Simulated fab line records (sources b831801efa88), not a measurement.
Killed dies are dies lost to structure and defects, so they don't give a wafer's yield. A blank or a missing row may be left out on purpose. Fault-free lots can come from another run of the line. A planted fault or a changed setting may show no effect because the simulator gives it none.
Struck lot and sound lot, side by side	flow sfq-line	14 steps out of a route of 325
Sound: wafers L301.2, L301.3, L301.5. Wafers L316.2, L316.3, L316.5 were the ones struck. The cause is given at the end.
Order at every step that has rows: each side's tool, ch and its chambers, its first start. Under that, the readings that differ: sound wafers	struck wafers	difference of the means	sigmas: that difference in standard deviations of wafers without a fault.
alike: a reading whose means differ by less than 2 such deviations, as well as words and numbers matching on both sides. not compared: withheld readings; readings where some wafer has no value; bounds like >300 that might hide an equal value; numbers whose values overlap and for which the record gives no deviation.
A row with sigmas, a row that says differs or no value, or rows on one side alone: a step with any of these is where the two part. When numbers do not overlap yet have no deviation, they are printed without sigmas and do not part them. A reading that every wafer of one side lacks parts them only if that side has two wafers or more.

first, 5 steps without rows for these wafers: SFQ_TRILAYER_I4_VIA_LITHO_COAT_103 (resist thk 650 nm); SFQ_TRILAYER_I4_VIA_LITHO_SOFTBAKE_107; SFQ_TRILAYER_I4_VIA_LITHO_EXPOSE_104 (exposes mask I4, target cd 700 nm); SFQ_TRILAYER_I4_VIA_LITHO_PEB_106 (peb time 60 s); SFQ_TRILAYER_I4_VIA_LITHO_DEVELOP_105 (time 60 s).
SFQ_I4_OVL_MEAS_928:
  sound: overlay-02 at day 51 22:58; struck: overlay-02 at day 56 21:44
reading	sound	struck	difference	sigmas
I4_OVL (nm)	11 11 15	-4 -4 -1	-15	-3
SFQ_TRILAYER_I4_VIA_BARC_OPEN_VIA_ETCH_146: etches BARC in O2, target depth 125 nm, time 41.7 s.
  sound on rie-diel-03 ch 0,1, day 51 23:00; struck on rie-diel-03 ch 0,2,3, day 56 21:46
  alike: chamber-pressure-mTorr, drypump-motor-current-A, oes-product-au
  not compared: rf-hours-counter-h
SFQ_TRILAYER_I4_VIA_ETCH_VIA_ETCH_106: etches SiO2 in CHF3, stops on Nb, target depth 260 nm.
  sound on rie-diel-03 ch 0,1, day 51 23:02; struck on rie-diel-03 ch 0,2,3, day 56 21:48
  alike: chamber-pressure-mTorr, drypump-motor-current-A, oes-product-au
SFQ_TRILAYER_I4_VIA_STRIP_STRIP_107: strips in O2.
  sound on rie-metal-04 ch 0,1, day 51 23:09; struck on rie-metal-03 ch 1, day 56 21:55
reading	sound	struck	difference	sigmas
oes-product-au (a.u.)	1.002 1.018 1.019	0.992 1.000 0.995	-0.017	-2
  alike: chamber-pressure-mTorr, drypump-motor-current-A
  not compared: rf-hours-counter-h
then, 2 steps without rows for these wafers: SFQ_TRILAYER_I4_VIA_STRIP_SOLV_CLEAN_108 (cleans in NMP, time 600 s); SFQ_TRILAYER_JJ_TRILAYER_DEP_PRE_CLEAN_113 (time 22.5 s).
SFQ_TRILAYER_JJ_TRILAYER_DEP_SPUTTER_109: material Nb, target thk 150 nm, time 100 s.
  sound: pvd-sputter-06 at day 51 23:58; struck: pvd-sputter-06 at day 56 22:55
  alike: chamber-pressure-pa, throttle-valve-pct
SFQ_TRILAYER_JJ_TRILAYER_DEP_SPUTTER_110: material Al, target thk 8 nm, time 10 s.
  sound: pvd-sputter-06 at day 52 00:02; struck: pvd-sputter-06 at day 56 23:00
reading	sound	struck	difference	sigmas
chamber-pressure-pa (Pa)	0.4007 0.3998 0.3987	0.3851 0.3862 0.3856	-0.0141	-17
  alike: throttle-valve-pct
then, 1 step without rows for these wafers: SFQ_TRILAYER_JJ_TRILAYER_DEP_AL_OXIDATION_111 (oxidation time 600 s).

## WHERE THEY PART
Earliest at SFQ_I4_OVL_MEAS_928; latest, in this record, at SFQ_TRILAYER_JJ_TRILAYER_DEP_SPUTTER_110.

WHY: what had been put in by the simulator
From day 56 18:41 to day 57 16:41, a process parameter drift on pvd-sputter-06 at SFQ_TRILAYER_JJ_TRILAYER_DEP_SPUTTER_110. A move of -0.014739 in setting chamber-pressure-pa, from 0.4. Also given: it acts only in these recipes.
